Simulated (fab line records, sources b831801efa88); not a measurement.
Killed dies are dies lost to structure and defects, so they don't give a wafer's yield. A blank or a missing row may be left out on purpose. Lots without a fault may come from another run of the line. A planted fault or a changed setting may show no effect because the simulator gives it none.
fab line records | flow sky130
record lots=7 wafers=21 last_day=49
route steps=708 shown PWDE@54 NWELL@56
lots that met no fault: from a run of the same line without faults
start_h: hours from the record's first day to the start of the lot's first wafer shown | wait_h: hours since the lot's step before | " the same as in the row above | L1.1+2: a row that stands for several wafers | - no value, or no start given | * or withheld: withheld | < > ~ a bound
route shown NAME@n: a module of which the file shows steps, and the number in the route of the first | usual: mean/standard deviation of fault-free wafers | same: alike in all rows | chamber/n: place in a boat | sites: the reading at each site | _std_site: their standard deviation | _edge_site: outer sites' mean less inner sites' | radius_mm: how far each site lies from the wafer's centre | mask NAME#n: copy n | behind: the tool/chamber that last shaped the wafer | hold: why the lot was held/for how many hours/how that ended | device: the transistor (n, p or np) that didn't switch | end of line: the same wafers' tests at the end of the route | a step without rows: its recipe alone | killed: dies lost to structure and defects at the first sort, not the wafer's yield | map: a wafer's dies, x killed, . not, _ none there
set.NAME: the setting as run; set.NAME@STEP: as run at that earlier step | model.NAME: the simulator's own value behind a step, which no gauge read
lots at some steps of the route; a table a step, a row a wafer
services: from which hour (start_h, from the record's first day; less than 0 if before it) a tool's chamber was out of use, for how many hours, and why
## steps
# step SKY_PWDE_STRIP_09
# recipe chemistry=O2/N2 power_w=1400 pressure_mtorr=1500 platen_temp_c=withheld o2_flow_sccm=3000 n2_flow_sccm=300 overash_fraction=0.5
# usual chamber_pressure_mTorr=1500.0/1.3 drypump_motor_current_A=5.5/0.31 oes_product_au=0.723/0.005 strip_time_to_endpoint_s=36.90/0.093
# columns lot.wafer tool chamber start_h wait_h chamber_pressure_mTorr drypump_motor_current_A oes_product_au rf_hours_counter_h strip_time_to_endpoint_s
L542.1 plasma_asher-02 0 92.24 0.1 1498.0 5.3 0.722 43 37.01
L542.2 " 1 " " 1498.0 5.7 0.724 43 36.91
L542.6 " 1 " " 1499.3 5.8 0.728 - 37.10
L549.1 plasma_asher-02 1 127.97 0.1 1501.5 5.7 0.725 0 36.82
L549.5 " 0 " " 1500.3 5.3 0.731 - 36.85
L549.6 " 1 " " 1499.9 5.7 0.722 - 36.77
L552.1 plasma_asher-02 0 147.34 0.1 1502.1 5.3 0.730 2 36.92
L552.4 " 0 " " 1500.9 5.3 0.723 - 36.76
L552.6 " 1 " " 1499.4 5.7 0.723 - 36.80
L553.1 plasma_asher-02 0 152.67 0.1 1502.5 5.3 0.731 3 36.79
L553.3 " 1 " " 1499.4 5.7 0.731 - 36.96
L553.5 " 0 " " 1498.7 5.3 0.723 - 36.90
L554.3 plasma_asher-01 1 157.87 0.1 1500.6 5.6 0.718 - 37.01
L554.5 " 0 " " 1499.9 5.2 0.732 - 36.96
L554.6 " 1 " " 1499.4 5.6 0.719 - 37.00
L555.1 plasma_asher-01 1 162.47 0.1 1502.0 5.6 0.716 50 37.08
L555.3 " 0 " " 1500.5 5.2 0.723 - 37.09
L555.5 " 0 " " 1502.3 5.3 0.725 - 37.14
L556.1 plasma_asher-01 0 168.52 0.1 1499.2 5.3 0.724 50 36.93
L556.3 " 1 " " 1498.6 5.6 0.724 - 36.90
L556.5 " 0 " " 1501.6 5.3 0.726 - 36.93
# step SKY_PWDE_TW_MEAS_10
# usual PWDE_TW=376/3.3
# columns lot.wafer tool chamber start_h wait_h PWDE_TW
L542.1 film_metro-01 - 92.34 0.1 378
L542.2 " - " " 381
L542.6 " - " " 378
L549.1 film_metro-04 - 128.07 0.1 378
L549.5 " - " " 376
L549.6 " - " " 378
L552.1 film_metro-01 - 147.44 0.1 375
L552.4 " - " " 373
L552.6 " - " " 377
L553.1 film_metro-01 - 152.82 0.1 376
L553.3 " - " " 376
L553.5 " - " " 375
L554.3 film_metro-01 - 157.96 0.1 376
L554.5 " - " " 375
L554.6 " - " " 375
L555.1 film_metro-01 - 162.57 0.1 376
L555.3 " - " " 378
L555.5 " - " " 377
L556.1 film_metro-04 - 168.64 0.1 378
L556.3 " - " " 376
L556.5 " - " " 376
# step SKY_NWELL_DEHYDRATE_03
# recipe temp_c=200 time_s=60
# step SKY_NWELL_HMDS_04
# recipe prime_time_s=60 prime_temp_c=120
# step SKY_NWELL_COAT_05
# recipe spin_rpm=2000 resist_thk_nm=3000
# step SKY_NWELL_SOFTBAKE_06
# recipe temp_c=110 time_s=withheld
# step SKY_NWELL_EXPOSE_07
# recipe mask_id=NWM na=0.6 source_shape=conventional sigma_outer=0.6 polarization=unpolarized target_cd_nm=840 dose_mj=255
# step SKY_NWELL_PEB_08
# recipe temp_c=115 time_s=withheld
# step SKY_NWELL_DEVELOP_09
# recipe wall_angle_deg=90 developer=TMAH develop_time_s=60 dev_temp_c=23
# step SKY_NWELL_OVL_MEAS_10
# usual NWELL_00_OVL=-0.1/1.6
# columns lot.wafer tool chamber start_h wait_h NWELL_00_OVL[nm]
L542.1 overlay-01 - 110.18 - 0.3
L542.2 " - " " 0.2
L542.6 " - " " 0.3
L549.1 overlay-02 - 146.80 - -0.6
L549.5 " - " " 1.2
L549.6 " - " " 0.6
L552.1 overlay-01 - 167.98 - -0.5
L552.4 " - " " 0.8
L552.6 " - " " -0.1
L553.1 overlay-02 - 172.73 - -1.1
L553.3 " - " " -0.3
L553.5 " - " " 0.1
L554.3 overlay-02 - 177.76 - -1.0
L554.5 " - " " 0.5
L554.6 " - " " 0.6
L555.1 overlay-02 - 182.68 - -1.3
L555.3 " - " " -0.8
L555.5 " - " " -0.6
L556.1 overlay-02 - 189.50 - -3.1
L556.3 " - " " -1.4
L556.5 " - " " 0.1
# step SKY_NWELL_IMPLANT_11
# recipe species=P energy_kev=400 dose_cm2=1.9e+13 tilt_deg=withheld
# step SKY_NWELL_IMPLANT_12
# recipe species=P energy_kev=120 dose_cm2=1.3e+12 tilt_deg=withheld
# step SKY_NWELL_IMPLANT_13
# recipe species=P energy_kev=50 dose_cm2=7e+11 tilt_deg=withheld
# usual beam_energy_keV=50.000/0.015 beam_on_s=9.97/0.22 end_station_pressure_torr=5.02e-06/2.5e-07
# columns lot.wafer tool chamber start_h wait_h beam_energy_keV beam_on_s end_station_pressure_torr
L542.1 implanter-04 0 110.52 0.1 50.006 9.83 5.36e-06
L542.2 " 0 " " 50.018 10.11 5.36e-06
L542.6 " 0 " " 50.023 9.75 4.97e-06
L549.1 implanter-02 0 147.14 0.1 49.999 10.02 4.44e-06
L549.5 " 0 " " 50.004 9.84 5.11e-06
L549.6 " 0 " " 49.982 10.31 4.74e-06
L552.1 implanter-02 - 168.31 0.1 - - -
L552.4 " - " " - - -
L552.6 " - " " - - -
L553.1 implanter-04 - 173.08 0.1 - - -
L553.3 " - " " - - -
L553.5 " - " " - - -
L554.3 implanter-04 - 178.14 0.1 - - -
L554.5 " - " " - - -
L554.6 " - " " - - -
L555.1 implanter-04 0 185.31 0.1 50.008 10.05 5e-06
L555.3 " 0 " " 49.999 9.88 5.01e-06
L555.5 " 0 " " 50.013 10.10 5.23e-06
L556.1 implanter-04 0 189.84 0.1 49.992 10.22 5.08e-06
L556.3 " 0 " " 50.009 10.14 5.21e-06
L556.5 " 0 " " 49.967 9.58 5.22e-06
# step SKY_NWELL_STRIP_14
# recipe chemistry=O2/N2 power_w=1400 pressure_mtorr=1500 platen_temp_c=withheld o2_flow_sccm=3000 n2_flow_sccm=300 overash_fraction=0.5
# usual chamber_pressure_mTorr=1500.1/1.5 drypump_motor_current_A=6.0/0.46 oes_product_au=0.722/0.0049 strip_time_to_endpoint_s=36.92/0.097
# columns lot.wafer tool chamber start_h wait_h chamber_pressure_mTorr drypump_motor_current_A oes_product_au rf_hours_counter_h strip_time_to_endpoint_s
L542.1 plasma_asher-04 1 110.67 0.1 1497.6 6.2 0.730 42 36.92
L542.2 " 0 " " 1498.6 5.9 0.729 42 36.93
L542.6 " 0 " " 1501.1 5.9 0.718 - 36.89
L549.1 plasma_asher-04 1 147.29 0.1 1499.8 6.2 0.718 46 36.89
L549.5 " 1 " " 1499.6 6.2 0.727 - 36.88
L549.6 " 0 " " 1500.3 5.8 0.717 - 36.87
L552.1 plasma_asher-03 1 168.46 0.1 1500.5 5.5 0.718 32 36.77
L552.4 " 0 " " 1501.8 6.6 0.722 - 36.75
L552.6 " 1 " " 1498.3 5.6 0.720 - 36.93
L553.1 plasma_asher-02 0 173.23 0.1 1501.9 5.3 0.717 5 36.85
L553.3 " 1 " " 1499.8 5.7 0.726 - 36.91
L553.5 " 1 " " 1498.9 5.7 0.729 - 36.98
L554.3 plasma_asher-02 1 178.27 0.1 1500.6 5.7 0.726 - 36.85
L554.5 " 1 " " 1500.8 5.7 0.721 - 36.77
L554.6 " 0 " " 1500.3 5.3 0.718 - 36.81
L555.1 plasma_asher-03 0 185.46 0.1 1497.0 6.7 0.715 34 36.89
L555.3 " 0 " " 1500.9 6.7 0.723 - 36.89
L555.5 " 1 " " 1500.8 5.6 0.723 - 36.81
L556.1 plasma_asher-02 1 189.99 0.1 1500.3 5.7 0.726 7 36.91
L556.3 " 1 " " 1500.7 5.7 0.721 - 36.88
L556.5 " 0 " " 1499.1 5.3 0.719 - 36.89
# step SKY_NWELL_TW_MEAS_15
# usual NWELL_TW=1831/11
# columns lot.wafer tool chamber start_h wait_h NWELL_TW
L542.1 film_metro-04 - 110.77 0.1 1838
L542.2 " - " " 1833
L542.6 " - " " 1840
L549.1 film_metro-04 - 147.39 0.1 1837
L549.5 " - " " 1832
L549.6 " - " " 1837
L552.1 film_metro-04 - 168.58 0.1 1831
L552.4 " - " " 1828
L552.6 " - " " 1822
L553.1 film_metro-04 - 173.33 0.1 1841
L553.3 " - " " 1840
L553.5 " - " " 1829
L554.3 film_metro-01 - 178.36 0.1 1822
L554.5 " - " " 1824
L554.6 " - " " 1827
L555.1 film_metro-03 - 185.56 0.1 1796
L555.3 " - " " 1806
L555.5 " - " " 1802
L556.1 film_metro-04 - 190.09 0.1 1834
L556.3 " - " " 1825
L556.5 " - " " 1826
# step SKY_NWELL_DEHYDRATE_16
# recipe temp_c=200 time_s=60
# step SKY_NWELL_HMDS_17
# recipe prime_time_s=60 prime_temp_c=120
# step SKY_NWELL_COAT_18
# recipe spin_rpm=2000 resist_thk_nm=3000
# step SKY_NWELL_SOFTBAKE_19
# recipe temp_c=110 time_s=withheld
# step SKY_NWELL_EXPOSE_20
# recipe mask_id=NWM_COMPLEMENT na=0.6 source_shape=conventional sigma_outer=0.6 polarization=unpolarized target_cd_nm=840 dose_mj=260
# step SKY_NWELL_PEB_21
# recipe temp_c=115 time_s=withheld
# step SKY_NWELL_DEVELOP_22
# recipe wall_angle_deg=90 developer=TMAH develop_time_s=60 dev_temp_c=23
# step SKY_NWELL_OVL_MEAS_23
# usual NWELL_01_OVL=-0.5/1.5
# columns lot.wafer tool chamber start_h wait_h NWELL_01_OVL[nm]
L542.1 overlay-02 - 128.95 - -3.5
L542.2 " - " " 0.0
L542.6 " - " " -1.8
L549.1 overlay-02 - 167.75 - -0.7
L549.5 " - " " -0.3
L549.6 " - " " 0.3
L552.1 overlay-01 - 188.35 - 1.0
L552.4 " - " " -1.7
L552.6 " - " " -0.2
L553.1 overlay-01 - 193.98 - 0.3
L553.3 " - " " 1.0
L553.5 " - " " 0.9
L554.3 overlay-01 - 198.39 - -0.8
L554.5 " - " " -0.2
L554.6 " - " " -1.5
L555.1 overlay-01 - 206.33 - 1.6
L555.3 " - " " -0.3
L555.5 " - " " 1.6
L556.1 overlay-02 - 211.33 - -1.2
L556.3 " - " " 0.7
L556.5 " - " " -0.9
# step SKY_NWELL_IMPLANT_24
# recipe species=B energy_kev=140 dose_cm2=9.2e+12 tilt_deg=withheld
# step SKY_NWELL_STRIP_25
# recipe chemistry=O2/N2 power_w=1400 pressure_mtorr=1500 platen_temp_c=withheld o2_flow_sccm=3000 n2_flow_sccm=300 overash_fraction=0.5
# usual chamber_pressure_mTorr=1500.0/1.4 drypump_motor_current_A=5.8/0.49 oes_product_au=0.722/0.0042 strip_time_to_endpoint_s=36.92/0.12
# columns lot.wafer tool chamber start_h wait_h chamber_pressure_mTorr drypump_motor_current_A oes_product_au rf_hours_counter_h strip_time_to_endpoint_s
L542.1 plasma_asher-02 0 129.14 0.1 1499.3 5.3 0.724 1 36.84
L542.2 " 1 " " 1498.6 5.7 0.723 1 36.91
L542.6 " 0 " " 1501.0 5.3 0.719 - 36.93
L549.1 plasma_asher-03 0 167.94 0.1 1501.1 6.7 0.715 32 36.94
L549.5 " 0 " " 1499.2 6.7 0.722 - 36.89
L549.6 " 1 " " 1501.0 5.5 0.724 - 36.91
L552.1 plasma_asher-04 0 188.54 0.1 1501.5 5.9 0.725 50 37.11
L552.4 " 0 " " 1500.9 5.9 0.728 - 36.95
L552.6 " 1 " " 1499.4 6.2 0.719 - 36.96
L553.1 plasma_asher-03 1 194.16 0.1 1500.1 5.5 0.724 35 36.64
L553.3 " 1 " " 1501.4 5.5 0.717 - 36.77
L553.5 " 0 " " 1499.7 6.6 0.733 - 36.75
L554.3 plasma_asher-02 0 198.60 0.1 1499.9 5.3 0.724 - 36.89
L554.5 " 0 " " 1502.0 5.3 0.725 - 36.95
L554.6 " 1 " " 1497.0 5.7 0.726 - 37.05
L555.1 plasma_asher-02 1 206.51 0.1 1500.9 5.7 0.726 8 36.95
L555.3 " 0 " " 1499.6 5.3 0.715 - 36.88
L555.5 " 0 " " 1498.6 5.3 0.716 - 37.00
L556.1 plasma_asher-02 0 211.52 0.1 1501.4 5.3 0.721 9 37.16
L556.3 " 1 " " 1499.6 5.7 0.712 - 37.14
L556.5 " 0 " " 1501.2 5.3 0.729 - 37.13
# step SKY_NWELL_TW_MEAS_26
# usual NWELL_2_TW=499/4.8
# columns lot.wafer tool chamber start_h wait_h NWELL_2_TW
L542.1 film_metro-04 - 129.24 0.1 502
L542.2 " - " " 501
L542.6 " - " " 502
L549.1 film_metro-04 - 168.04 0.1 499
L549.5 " - " " 501
L549.6 " - " " 500
L552.1 film_metro-03 - 188.64 0.1 491
L552.4 " - " " 494
L552.6 " - " " 495
L553.1 film_metro-03 - 194.26 0.1 491
L553.3 " - " " 494
L553.5 " - " " 491
L554.3 film_metro-01 - 198.69 0.1 504
L554.5 " - " " 502
L554.6 " - " " 505
L555.1 film_metro-01 - 206.61 0.1 500
L555.3 " - " " 504
L555.5 " - " " 502
L556.1 film_metro-01 - 211.62 0.1 501
L556.3 " - " " 501
L556.5 " - " " 498
# step SKY_NWELL_CLEAN_27
# recipe chemistry=SC1/SC2 mix=1:4:20 temp_c=70 time_s=150 dry=n2_spin
# step SKY_NWELL_RTA_28
# recipe temp_c=1050 time_s=30 idle_temp_c=650 ramp_up_c_per_s=150 ramp_down_c_per_s=90 ambient=N2
# usual lamp_power_pct=25.30/0.058 wafer_temp_C_max=1054.9/0.96
# columns lot.wafer tool chamber start_h wait_h lamp_power_pct wafer_temp_C_max
L542.1 rtp_anneal-02 0 129.35 0.0 25.28 1054.8
L542.2 " 0 " " 25.31 1055.6
L542.6 " 0 " " 25.29 1053.8
L549.1 rtp_anneal-02 0 168.15 0.0 25.19 1052.9
L549.5 " 0 " " 25.31 1055.1
L549.6 " 0 " " 25.28 1053.3
L552.1 rtp_anneal-02 0 188.75 0.0 25.40 1055.0
L552.4 " 0 " " 25.34 1054.8
L552.6 " 0 " " 25.43 1056.0
L553.1 rtp_anneal-02 0 194.38 0.0 25.28 1055.1
L553.3 " 0 " " 25.35 1053.1
L553.5 " 0 " " 25.28 1054.5
L554.3 rtp_anneal-01 0 198.82 0.0 25.29 1055.0
L554.5 " 0 " " 25.27 1056.3
L554.6 " 0 " " 25.28 1053.8
L555.1 rtp_anneal-01 0 206.72 0.0 25.31 1054.4
L555.3 " 0 " " 25.28 1054.7
L555.5 " 0 " " 25.23 1055.0
L556.1 rtp_anneal-02 0 211.73 0.0 25.35 1054.6
L556.3 " 0 " " 25.34 1055.7
L556.5 " 0 " " 25.27 1055.0
# step SKY_NWELL_RS_MEAS_29
# recipe thk_meas_gauge=four-point-probe
# usual NWELL_RS=624.3/1.7
# columns lot.wafer tool chamber start_h wait_h NWELL_RS[ohm/sq]
L542.1 film_metro-01 - 129.45 0.1 626.0
L542.2 " - " " 627.5
L542.6 " - " " 626.0
L549.1 film_metro-01 - 168.25 0.1 623.0
L549.5 " - " " 623.8
L549.6 " - " " 624.2
L552.1 film_metro-04 - 188.85 0.1 651.8
L552.4 " - " " 651.3
L552.6 " - " " 650.9
L553.1 film_metro-04 - 194.48 0.1 649.1
L553.3 " - " " 647.3
L553.5 " - " " 648.4
L554.3 film_metro-01 - 198.92 0.1 653.5
L554.5 " - " " 652.1
L554.6 " - " " 656.0
L555.1 film_metro-03 - 206.82 0.1 621.3
L555.3 " - " " 622.1
L555.5 " - " " 622.4
L556.1 film_metro-01 - 211.83 0.1 624.4
L556.3 " - " " 627.4
L556.5 " - " " 626.0
## services
# columns tool chamber start_h hours kind
plasma_asher-03 - 78.33 0.9 repair
plasma_asher-04 - 86.92 0.9 repair
plasma_asher-01 - 87.88 3.7 repair
plasma_asher-03 - 90.13 3.9 repair
rtp_anneal-01 - 101.73 5.2 pm
plasma_asher-02 - 108.75 9.0 pm
plasma_asher-02 0 108.75 9.0 vent_cycle
plasma_asher-02 1 108.75 9.0 vent_cycle
plasma_asher-02 0 117.75 - clean
plasma_asher-02 1 117.75 - clean
plasma_asher-02 - 118.07 5.0 repair
implanter-02 - 154.97 2.2 repair
implanter-02 - 168.72 24.3 pm
rtp_anneal-02 - 170.36 6.0 pm
implanter-04 - 181.89 3.1 repair
rtp_anneal-02 - 208.45 0.8 pm
## key
first_sign step=SKY_NWELL_IMPLANT_13 reading=tool_record direction=missing
effect step=SKY_NWELL_RS_MEAS_29 reading=NWELL_RS direction=up sigmas=16 usual=624.3 struck=651.2
met_at SKY_NWELL_IMPLANT_13
struck_wafers L552.1,L552.4,L552.6,L553.1,L553.3,L553.5,L554.3,L554.5,L554.6
later_rows_left_out L552.1,L552.4,L552.6,L553.1,L553.3,L553.5,L554.3,L554.5,L554.6
sort_left_out L552.1,L552.4,L552.6,L553.1,L553.3,L553.5,L554.3,L554.5,L554.6
tester_left_out L552,L553,L554
onset_between 147.14 168.31
fault kind=skipped_step_whole tool=implanter-02,implanter-04 chamber=- onset_h=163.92 steps=SKY_NWELL_IMPLANT_13 scope=struck_lots_only
# tester_left_out: of these lots the tester's yield and bins aren't shown, on N5 and GAA mostly nor the transistor test; their killed dies are dies lost to structure and defects alone, not to doping, threshold or leakage, so they don't give the yield
# sort_left_out: the simulated sort isn't trusted on such a fault, so these wafers' sort isn't shown, and their yield isn't known
# later_rows_left_out: the simulator's readings of these wafers behind a module that went badly wrong aren't trusted and aren't shown, but for the sort
